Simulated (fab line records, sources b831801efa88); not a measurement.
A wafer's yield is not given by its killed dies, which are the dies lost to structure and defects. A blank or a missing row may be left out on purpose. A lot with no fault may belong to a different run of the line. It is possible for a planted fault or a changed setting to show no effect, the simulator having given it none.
Which of the tools did it? | flow sky130 | 13 lots, 39 wafers sampled, at 5 steps of a route of 708

WHAT THE GAUGES READ, wafer by wafer
SKY_FIELD_ISO_CD_MEAS_13: the cd target is 150 nm.
lot  | measured    | on        | cd nm (nm)
L398 | day 2 05:26 | cd sem-02 | 148.8 150.7 151.1
L400 | day 2 16:24 | cd sem-01 | 148.9 149.1 149.3
L401 | day 2 20:41 | cd sem-01 | 148.9 149.6 149.1
L403 | day 3 06:59 | cd sem-02 | 149.9 150.2 150.2
L405 | day 3 18:26 | cd sem-01 | 148.7 149.1 151.3
L407 | day 4 02:53 | cd sem-01 | 150.8 152.1 152.4
L408 | day 4 09:11 | cd sem-01 | 150.1 149.2 150.0
L409 | day 4 14:17 | cd sem-01 | 149.3 150.0 150.3
L410 | day 4 18:00 | cd sem-02 | 152.1 151.5 152.0
L413 | day 5 10:44 | cd sem-02 | 149.7 148.9 150.5
L415 | day 5 21:05 | cd sem-02 | 151.4 150.8 150.4
L417 | day 6 08:14 | cd sem-02 | 150.5 150.0 150.8
L418 | day 6 12:35 | cd sem-02 | 150.0 148.8 149.8

SKY_NWELL_RS_MEAS_31: measurement is done with a four-point probe.
lot  | measured     | on            | PWDE_RS (ohm/sq)
L398 | day 5 08:25  | film metro-03 | 5267 5273 5279
L400 | day 5 23:59  | film metro-02 | 5265 5281 5245
L401 | day 6 03:26  | film metro-03 | 5286 5262 5283
L403 | day 6 13:40  | film metro-04 | 5275 5310 5310
L405 | day 7 02:04  | film metro-04 | 5289 5292 5279
L407 | day 7 15:21  | film metro-04 | 5265 5255 5261
L408 | day 7 21:47  | film metro-04 | 5302 5263 5291
L409 | day 8 02:04  | film metro-03 | 5281 5265 5262
L410 | day 8 07:19  | film metro-04 | 5287 5260 5276
L413 | day 8 23:43  | film metro-03 | 5294 5292 5294
L415 | day 9 15:10  | film metro-03 | 5416 5415 5403
L417 | day 10 03:16 | film metro-03 | 5393 5368 5396
L418 | day 10 12:16 | film metro-03 | 5295 5274 5272

SKY_CONTACT_THK_MEAS_03.
lot  | measured     | on            | CONTACT_HDPCVD_THK (nm)
L398 | day 30 17:56 | film metro-03 | 570 572 572
L400 | day 31 04:53 | film metro-02 | 564 574 566
L401 | day 31 08:41 | film metro-02 | 573 567 570
L403 | day 32 16:35 | film metro-03 | 584 569 575
L405 | day 32 16:56 | film metro-02 | 563 549 568
L407 | day 33 16:03 | film metro-01 | 572 569 564
L408 | day 33 16:07 | film metro-02 | 565 571 565
L409 | day 34 15:10 | film metro-02 | 563 549 563
L410 | day 34 12:35 | film metro-03 | 564 569 571
L413 | day 35 20:55 | film metro-02 | 560 543 562
L415 | day 36 19:46 | film metro-02 | 567 559 567
L417 | day 36 21:56 | film metro-02 | 573 556 576
L418 | day 37 00:33 | film metro-01 | 565 547 556

SKY_CONTACT_CD_MEAS_14: the cd target is 170 nm.
lot  | measured     | on        | cd nm (nm)
L398 | day 31 21:56 | cd sem-02 | 171.3 171.8 172.2
L400 | day 32 08:27 | cd sem-01 | 168.6 171.5 169.0
L401 | day 32 12:34 | cd sem-01 | 169.9 169.3 169.0
L403 | day 33 19:55 | cd sem-01 | 168.9 167.7 168.5
L405 | day 33 20:44 | cd sem-02 | 170.8 171.7 172.0
L407 | day 35 17:30 | cd sem-01 | 170.0 170.9 170.6
L408 | day 35 17:38 | cd sem-01 | 171.0 171.3 170.8
L409 | day 35 23:44 | cd sem-01 | 169.5 171.1 169.7
L410 | day 35 23:10 | cd sem-01 | 171.5 172.2 172.6
L413 | day 36 18:17 | cd sem-01 | 169.3 170.6 170.3
L415 | day 37 20:22 | cd sem-02 | 171.9 170.5 172.0
L417 | day 37 23:26 | cd sem-01 | 170.4 170.5 171.8
L418 | day 38 01:40 | cd sem-01 | 170.2 170.8 170.9

TOOL THAT RAN EACH LOT (tool first, then ch and the chambers of the sampled wafers, then the start)
lot  | SKY_PWDE_IMPLANT_08
L398 | implanter-01 ch 0, day 3 21:32
L400 | implanter-04 ch 0, day 4 10:52
L401 | implanter-04 ch 0, day 4 14:19
L403 | implanter-01 ch 0, day 5 00:52
L405 | implanter-04 ch 0, day 5 11:30
L407 | implanter-04 ch 0, day 5 23:48
L408 | implanter-04 ch 0, day 6 05:13
L409 | implanter-04 ch 0, day 6 10:39
L410 | implanter-04 ch 0, day 6 15:29
L413 | implanter-01 ch 0, day 7 07:28
L415 | implanter-01 ch 0, day 7 20:52
L417 | implanter-01 ch 0, day 8 08:22
L418 | implanter-04 ch 0, day 8 15:32
- SKY_PWDE_IMPLANT_08

WHAT THE TOOLS THEMSELVES READ (means of the sampled wafers that have a number; where no wafer has one, the mark that the record gives instead)
SKY_PWDE_IMPLANT_08.
lot  | tool         | dose ions cm2
L398 | implanter-01 | 3.6e+12
L400 | implanter-04 | 3.6e+12
L401 | implanter-04 | 3.6e+12
L403 | implanter-01 | 3.6e+12
L405 | implanter-04 | 3.6e+12
L407 | implanter-04 | 3.6e+12
L408 | implanter-04 | 3.6e+12
L409 | implanter-04 | 3.6e+12
L410 | implanter-04 | 3.6e+12
L413 | implanter-01 | 3.6e+12
L415 | implanter-01 | 3.5e+12
L417 | implanter-01 | 3.5e+12
L418 | implanter-04 | 3.6e+12

THE ANSWER, worked out from the rows above alone
Rule: the lots themselves supply what counts as usual. The widest of any qualifying gaps counts: lots, ordered by their means at a reading, are off when they make up no more than a third of the lots, leave a main group of 4 or more, and stand apart from it by 3 or more times the standard deviation of that group's means. The tables above print the reading to a certain number of digits; a main group whose means all agree to those digits is not used. A lot without any number at a reading at which 4 lots or more have one is off too. All remaining lots with rows at the step are treated as sound. Order of review: gauges by route order, followed by the tools' own readings, for which a lot's mean as printed above is used. At the first step where some lot is off, the reading lying furthest off is the one used; lots without a number count as furthest.
Off: at SKY_NWELL_RS_MEAS_31 (PWDE_RS), L415, L417. The main group: mean 5278 ohm/sq, standard deviation 11.
If a tool, at a process step before that reading, ran all the lots that are off and no sound lot after the first of them, it fits. Those tools and the gauges at SKY_NWELL_RS_MEAS_31 are tried in the same way. One candidate fits, namely implanter-01 at SKY_PWDE_IMPLANT_08. A fault onset in the window from L413 (day 7 07:28, its last sound lot) to L415 (day 7 20:52, its first lot off) fits.
The tool's own readings at SKY_PWDE_IMPLANT_08 bear it out: on the lots that are off they differ by more than 5 times the standard deviation of the sound lots' means. dose ions cm2 reads 3.5e+12 there against 3.6e+12 on the sound lots.

WHAT THE SIMULATOR PUT IN
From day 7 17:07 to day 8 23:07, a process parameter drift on implanter-01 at SKY_PWDE_IMPLANT_08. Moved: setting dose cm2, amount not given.
Struck lots among those shown: L415, L417. The rule above reached the same finding.
